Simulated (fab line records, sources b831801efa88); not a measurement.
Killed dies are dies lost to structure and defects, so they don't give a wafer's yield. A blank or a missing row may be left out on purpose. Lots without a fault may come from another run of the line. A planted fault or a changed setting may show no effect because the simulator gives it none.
Chamber matching | flow gf180mcu | GF_STI_ETCH_14 on rie_si-01: 4 sister chambers
The step etches Si in HBr/Cl2/O2, target depth 360 nm, time 102.9 s. 14 wafers are shown with their chamber, then 7 later ones without.

WAFERS WITH THEIR CHAMBER
wafer  | chamber | drypump_motor_current_A (A) | oes_product_au (a.u.) | chamber_pressure_mTorr (mTorr)
L078.1 | 0       | 5.0                         | 1.000                 | 15.001
L078.5 | 2       | 5.3                         | 0.991                 | 15.018
L078.6 | 3       | 5.9                         | 1.001                 | 14.975
L079.2 | 0       | 5.0                         | 0.998                 | 15.005
L079.3 | 2       | 5.3                         | 0.998                 | 15.005
L079.4 | 1       | 5.0                         | 0.986                 | 15.002
L086.1 | 1       | 5.0                         | 0.990                 | 14.982
L086.2 | 3       | 5.9                         | 0.992                 | 14.998
L086.6 | 2       | 5.3                         | 0.982                 | 15.008
L091.2 | 1       | 5.0                         | 0.986                 | 14.997
L091.3 | 3       | 6.0                         | 0.995                 | 15.010
L091.6 | 1       | 5.0                         | 0.981                 | 15.019
L092.2 | 1       | 5.0                         | 0.990                 | 15.009
L092.3 | 2       | 5.3                         | 0.996                 | 15.016

SIGNATURES (means of the wafers above)
reading                 | chamber 0 | chamber 1 | chamber 2 | chamber 3 | scatter within a chamber
drypump_motor_current_A | 5.000     | 5.000     | 5.300     | 5.933     | 0.0258
oes_product_au          | 0.99900   | 0.98660   | 0.99175   | 0.99600   | 0.00502
chamber_pressure_mTorr  | 15.00300  | 15.00180  | 15.01175  | 14.99433  | 0.0123
Rule: a wafer's distance from a chamber is the root of the sum, over the readings, of the square of ((its reading less the chamber's mean) divided by the reading's scatter). The wafer belongs to the nearest chamber; if the next one is less than 2 further off, it can't be placed. The scatter: the root of (the sum of the squares of (reading less its chamber's mean) over the shown wafers, divided by (wafers less chambers)).

WAFERS WITHOUT THEIR CHAMBER
wafer  | drypump_motor_current_A (A) | oes_product_au (a.u.) | chamber_pressure_mTorr (mTorr)
L092.5 | 5.0                         | 1.007                 | 14.996
L093.1 | 5.3                         | 0.991                 | 14.975
L093.5 | 5.3                         | 1.005                 | 14.984
L093.6 | 5.0                         | 0.986                 | 14.998
L094.1 | 5.0                         | 0.981                 | 15.017
L094.3 | 5.0                         | 1.004                 | 14.971
L094.5 | 5.0                         | 0.995                 | 15.000

WHICH CHAMBER EACH WENT THROUGH
wafer  | from the rows above     | in truth
L092.5 | 0                       | 0
L093.1 | 2                       | 2
L093.5 | 2                       | 2
L093.6 | 1                       | 1
L094.1 | 1                       | 1
L094.3 | can't be placed: 0 or 1 | 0
L094.5 | can't be placed: 0 or 1 | 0
Placed correctly: 5 of 7. Can't be placed from these rows: 2 (the true chamber is among the candidates in 2). Placed wrongly: 0.
